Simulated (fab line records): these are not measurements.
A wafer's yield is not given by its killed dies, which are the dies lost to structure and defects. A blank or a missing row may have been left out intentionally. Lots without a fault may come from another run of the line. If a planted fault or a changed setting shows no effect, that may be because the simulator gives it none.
What tool caused it? -- flow gf180mcu -- 37 wafers from 14 lots sampled at 3 of the route's 602 steps

== WHAT EACH GAUGE READ, for each wafer ==
GF_HV_LDD_CD_MEAS_19 targets a cd of 400 nm. Usual: cd nm reads 399.5 nm (standard deviation 2.4).
lot,measured,on,cd nm (nm),flag
L733,day 10 17:53,cd sem-01,400.4 401.7 400.3,
L734,day 11 00:11,cd sem-02,400.4 397.2 397.1,
L736,day 11 15:05,cd sem-01,402.0 401.6 400.8,
L737,day 11 20:10,cd sem-01,399.1 402.3,
L738,day 12 00:48,cd sem-02,401.7 403.1 401.7,
L739,day 12 12:10,cd sem-01,401.4 401.0 400.5,
L742,day 13 18:47,cd sem-01,395.6 392.4 396.5,
L743,day 14 14:26,cd sem-02,397.9 396.1 398.1,
L744,day 15 00:40,cd sem-02,394.6 394.7,
L745,day 15 07:41,cd sem-02,401.9 401.9 401.0,
L746,day 15 10:20,cd sem-02,396.7 399.1 398.5,
L748,day 15 20:06,cd sem-01,400.0 399.9,
L752,day 16 17:53,cd sem-01,399.0 399.8,
L755,day 17 14:05,cd sem-02,400.7 400.0,

GF_HV_LDD_OVL_MEAS_32. Usual: for HV_LDD_02_OVL the level is 0.7 nm and the standard deviation is 1.5.
lot,measured,on,HV_LDD_02_OVL (nm),flag
L733,day 11 12:34,overlay-01,1.4 1.8 2.2,
L734,day 11 19:01,overlay-01,2.8 3.6 4.0,
L736,day 12 09:05,overlay-01,-0.2 -1.1 0.0,
L737,day 12 14:13,overlay-01,-0.2 1.8,
L738,day 12 19:37,overlay-02,0.0 -1.0 0.4,
L739,day 13 07:57,overlay-01,3.6 2.5 2.7,
L742,day 14 15:51,overlay-02,0.0 1.1 0.6,
L743,day 15 12:21,overlay-01,0.7 0.3 -1.0,
L744,day 15 23:09,overlay-01,-0.8 -0.8,
L745,day 16 05:51,overlay-02,0.5 0.6 0.6,
L746,day 16 08:36,overlay-01,-0.4 0.4 0.2,
L748,day 16 19:15,overlay-02,-0.4 0.9,
L752,day 17 16:57,overlay-01,2.5 2.5,
L755,day 18 14:21,overlay-01,-0.1 0.8,

== TOOL THAT RAN EACH LOT (tool first, then ch and the chambers of the sampled wafers, then the start) ==
lot,GF_HV_LDD_SOFTBAKE_27
L733,"litho track-04 ch 0, day 11 03:12"
L734,"litho track-02 ch 0, day 11 09:58"
L736,"litho track-04 ch 0, day 11 23:41"
L737,"litho track-04 ch 0, day 12 04:50"
L738,"litho track-02 ch 0, day 12 10:08"
L739,"litho track-02 ch 0, day 12 22:25"
L742,"litho track-04 ch 0, day 14 05:17"
L743,"litho track-02 ch 0, day 15 01:05"
L744,"litho track-02 ch 0, day 15 11:59"
L745,"litho track-04 ch 0, day 15 18:15"
L746,"litho track-03 ch 0, day 15 21:29"
L748,"litho track-02 ch 0, day 16 07:56"
L752,"litho track-02 ch 0, day 17 05:22"
L755,"litho track-04 ch 0, day 18 02:09"
- GF_HV_LDD_SOFTBAKE_27: time 60 s.

== WHAT THE TOOLS THEMSELVES READ (means of the sampled wafers that have a number; where no wafer has one, the mark that the record gives instead) ==
GF_HV_LDD_SOFTBAKE_27. Usual: heater power total W 56.59 W, standard deviation 0.05; run length s 89.09 s, standard deviation 0.11.
lot,tool,heater power total W (W),run length s (s),flag
L733,litho track-04,56.56,88.99,
L734,litho track-02,56.53,89.02,
L736,litho track-04,56.58,89.14,
L737,litho track-04,56.58,89.03,
L738,litho track-02,56.60,89.09,
L739,litho track-02,56.63,89.04,
L742,litho track-04,56.63,89.06,
L743,litho track-02,56.57,89.06,
L744,litho track-02,56.56,89.16,
L745,litho track-04,56.54,89.05,
L746,litho track-03,56.58,88.99,
L748,litho track-02,56.64,91.12,OFF
L752,litho track-02,56.66,90.20,OFF
L755,litho track-04,56.53,88.94,

== THE ANSWER, worked out from the rows above alone ==
Rule: take the mean of a lot's wafers that have a number; if it is more than 3 standard deviations from the usual mean, the lot is off. A lot without any number at a reading at which 4 lots or more have one is off too. Where the step has rows for the other lots, those lots are counted as sound. First the gauges in route order, then the tools' own readings, where a lot's mean is used as printed above. At the first step where some lot is off, the reading lying furthest off is the one used; lots without a number count as furthest.
Off at GF_HV_LDD_SOFTBAKE_27 (run length s): L748, L752.
If a tool, at that step or one of the process steps before it, ran each lot that is off and ran no sound lot following the first of them, it fits. One fits: litho track-02 at GF_HV_LDD_SOFTBAKE_27. A fault onset in the window from L744 (day 15 11:59, its last sound lot) to L748 (day 16 07:56, its first lot off) fits.
On the lots that are off, the tool's own readings at GF_HV_LDD_SOFTBAKE_27 differ by more than 5 times the standard deviation of the sound lots' means, which bears it out; run length s reads 90.66 s there versus 89.05 s on the sound lots.

== WHAT THE SIMULATOR HAD INSERTED ==
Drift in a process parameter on litho track-02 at GF_HV_LDD_SOFTBAKE_27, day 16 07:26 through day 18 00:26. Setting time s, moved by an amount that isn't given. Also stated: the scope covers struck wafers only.
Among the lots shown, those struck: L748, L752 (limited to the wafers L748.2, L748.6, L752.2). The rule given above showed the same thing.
